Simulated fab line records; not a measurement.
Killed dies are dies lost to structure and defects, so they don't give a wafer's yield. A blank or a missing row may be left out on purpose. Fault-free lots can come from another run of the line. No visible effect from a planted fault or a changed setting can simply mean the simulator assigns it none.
A struck lot beside a sound one || flow gf180mcu || 27 steps out of a route of 602
Sound: the wafers L689.1, L689.4, L689.5. The struck wafers were L702.2, L702.5, L702.6. The cause comes at the end.
Order at every step that has rows: each side's tool, ch and its chambers, its first start. Under that, the readings that differ: sound wafers || struck wafers || difference of the means || sigmas: that difference in standard deviations of wafers without a fault.
alike: a reading whose means differ by less than 2 such deviations, as well as words and numbers matching on both sides. not compared: withheld readings; readings where some wafer has no value; bounds like >300 that might hide an equal value; numbers whose values overlap and for which the record gives no deviation.
Wherever a step has rows on one side only, a row that says differs or no value, or a row with sigmas, the two part there. Non-overlapping numbers with no deviation appear without sigmas and do not part them. A reading that every wafer of one side lacks parts them only if that side has two wafers or more.

GF_HV_LDD_ETCHBACK_58: etches Si3N4 in CH3F/O2, stops on SiO2, time 100 s, target depth 90 nm.
  sound on rie diel-01 ch 0,3, day 12 19:21; struck on rie diel-01 ch 0,2,3, day 17 07:24
  alike: bias w, drypump motor current A, oes product au, throttle valve pct
  not compared: rf hours counter h
then, 7 steps without rows for these wafers: GF_NSD_DEHYDRATE_00 (time 60 s); GF_NSD_HMDS_01 (prime time 60 s); GF_NSD_COAT_02 (resist thk 1000 nm); GF_NSD_SOFTBAKE_03 (time 60 s); GF_NSD_EXPOSE_04 (exposes mask Nplus, target cd 400 nm); GF_NSD_PEB_05; GF_NSD_DEVELOP_06 (develop time 60 s).
GF_NSD_CD_MEAS_07 targets a cd of 400 nm.
  struck on cd sem-02, day 18 07:00; sound on cd sem-02, day 13 14:59
{"reading": "cd nm (nm)", "sound": "403.7 402.7 402.6", "struck": "395.4 399.3 397.4", "difference": -5.6, "sigmas": -3}
GF_NSD_OVL_MEAS_08:
  struck on overlay-02, day 18 07:06; sound on overlay-01, day 13 15:06
{"reading": "NSD_OVL (nm)", "sound": "4.5 2.8 4.7", "struck": "-0.8 -1.0 -2.5", "difference": -5.4, "sigmas": -3}
then, 2 steps without rows for these wafers: GF_NSD_IMPLANT_09; GF_NSD_IMPLANT_10.
GF_NSD_STRIP_11: strips in O2/N2.
  sound on plasma asher-03 ch 1, day 13 15:26; struck on plasma asher-03 ch 0,1, day 18 07:26
  no value came back on the struck wafers for any of 5 readings (chamber pressure mTorr (mTorr), drypump motor current A (A) and others); on the sound wafers chamber pressure mTorr (mTorr) reads 1502.0 1498.6 1502.6
{"reading": "model.NOVOLAK_of_NSD_COAT_02.thk nm (nm)", "sound": "0 0 0", "struck": "1000 997.8 1001", "difference": "+1000", "sigmas": ""}
  not compared: rf hours counter h
GF_NSD_TW_MEAS_12:
  struck on film metro-03, day 18 07:32; sound on film metro-03, day 13 15:32
  alike: NSD_TW
then, 7 steps without rows for these wafers: GF_PSD_DEHYDRATE_00 (time 60 s); GF_PSD_HMDS_01 (prime time 60 s); GF_PSD_COAT_02 (resist thk 1000 nm); GF_PSD_SOFTBAKE_03 (time 60 s); GF_PSD_EXPOSE_04 (exposes mask Pplus, target cd 400 nm); GF_PSD_PEB_05; GF_PSD_DEVELOP_06 (develop time 60 s).
GF_PSD_CD_MEAS_07 targets a cd of 400 nm.
  struck on cd sem-02, day 19 07:18; sound on cd sem-02, day 14 11:35
  alike: cd nm
GF_PSD_OVL_MEAS_08:
  struck on overlay-02, day 19 07:25; sound on overlay-02, day 14 11:43
  alike: PSD_OVL
next, for these wafers, 1 step has no rows: GF_PSD_IMPLANT_09.
GF_PSD_STRIP_10: strips in O2/N2.
  sound on plasma asher-02 ch 1, day 14 11:53; struck on plasma asher-01 ch 0,1, day 19 07:35
{"reading": "drypump motor current A (A)", "sound": "5.2 5.2 5.2", "struck": "6.1 5.8 6.0", "difference": "+0.8", "sigmas": "+2"}
{"reading": "oes product au (a.u.)", "sound": "0.592 0.588 0.591", "struck": "0.651 0.653 0.650", "difference": "+0.061", "sigmas": "+12"}
{"reading": "strip time to endpoint s (s)", "sound": "16.53 16.55 16.52", "struck": "31.49 31.42 31.48", "difference": "+14.93", "sigmas": "+99 or more"}
  alike: chamber pressure mTorr, heater power w
  not compared: rf hours counter h
GF_PSD_TW_MEAS_11:
  struck on film metro-04, day 19 07:42; sound on film metro-01, day 14 11:59
{"reading": "PSD_TW", "sound": "3150 3152 3161", "struck": "30 30 30", "difference": -3124, "sigmas": "-99 or more"}
then, 1 step without rows for these wafers: GF_PSD_CLEAN_12 (cleans in SC1/SC2, time 150 s).

WHERE THEY PART
At GF_NSD_CD_MEAS_07 first; at GF_PSD_TW_MEAS_11 last (within this record only).

WHY: whatever the simulator had introduced
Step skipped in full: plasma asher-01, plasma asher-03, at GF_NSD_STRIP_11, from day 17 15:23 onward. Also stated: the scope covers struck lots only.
